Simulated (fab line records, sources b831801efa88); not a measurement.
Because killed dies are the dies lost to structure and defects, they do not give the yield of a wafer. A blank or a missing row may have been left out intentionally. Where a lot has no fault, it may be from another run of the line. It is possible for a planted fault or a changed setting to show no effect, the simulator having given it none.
A single fault, viewed from 2 desks || flow sky130 || each desk has only its own numbers; what lay behind them comes last

== FROM THE METROLOGY DESK ==
Lot by lot, what the gauges showed, no matter which tool ran the lot: averages of those sampled wafers that carry a number. If a lot's mean is further than 4 standard deviations from the usual mean, the lot is out of limits and carries the mark OUT (the distance appears in the brackets).
Columns: A = VIA2_HDPCVD_THK at SKY_VIA2_THK_MEAS_01, usual 1181 nm
{"lot": "L128", "first seen here": "day 35 18:18", "A": 1180}
{"lot": "L130", "first seen here": "day 35 21:11", "A": 1173}
{"lot": "L132", "first seen here": "day 36 11:01", "A": 1166}
{"lot": "L133", "first seen here": "day 36 18:36", "A": 1166}
{"lot": "L134", "first seen here": "day 37 01:08", "A": 1180}
{"lot": "L135", "first seen here": "day 37 10:26", "A": 1180}
{"lot": "L136", "first seen here": "day 37 19:24", "A": 1195}
{"lot": "L137", "first seen here": "day 38 01:32", "A": 1173}
{"lot": "L138", "first seen here": "day 38 09:24", "A": 1181}
{"lot": "L139", "first seen here": "day 38 14:07", "A": 1192}
{"lot": "L140", "first seen here": "day 38 20:46", "A": 1180}
{"lot": "L148", "first seen here": "day 41 12:43", "A": 1189}
{"lot": "L149", "first seen here": "day 42 03:59", "A": 1173}
{"lot": "L150", "first seen here": "day 42 04:06", "A": 1203}
{"lot": "L151", "first seen here": "day 42 19:31", "A": 1175}
This desk's finding: nothing out of limits on any of the 15 lots.

== TOOL OWNER'S DESK, krf_scanner-02 ==
The tool's own readings at SKY_VIA2_EXPOSE_09 (exposes mask VIM2, target cd 200 nm): means of the sampled wafers that have a number, for each lot that ran on this tool. If a lot's mean is further than 4 standard deviations from the usual mean, the lot is out of limits and carries the mark OUT (the distance appears in the brackets).
Columns: A = exposure_dose_mJ_cm2 at SKY_VIA2_EXPOSE_09, usual 37.93; B = focus_offset_nm at SKY_VIA2_EXPOSE_09, usual 0.1 nm
{"lot": "L128", "first seen here": "day 36 08:17", "A": 37.93, "B": -0.4}
{"lot": "L130", "first seen here": "day 36 11:46", "A": 37.92, "B": 0.0}
{"lot": "L134", "first seen here": "day 37 15:21", "A": 37.91, "B": -0.3}
{"lot": "L135", "first seen here": "day 37 23:32", "A": 37.91, "B": -0.3}
{"lot": "L137", "first seen here": "day 38 15:27", "A": 37.90, "B": 0.2}
{"lot": "L148", "first seen here": "day 42 01:15", "A": 37.91, "B": -0.1}
{"lot": "L150", "first seen here": "day 42 16:46", "A": 37.94, "B": 0.4}
This desk's finding: nothing out of limits on any of the 7 lots.

== PUT TOGETHER ==
The metrology desk saw nothing out of limits.
The desk of the tool owner found nothing out of limits.

== WHAT THE SIMULATOR HAD INSERTED ==
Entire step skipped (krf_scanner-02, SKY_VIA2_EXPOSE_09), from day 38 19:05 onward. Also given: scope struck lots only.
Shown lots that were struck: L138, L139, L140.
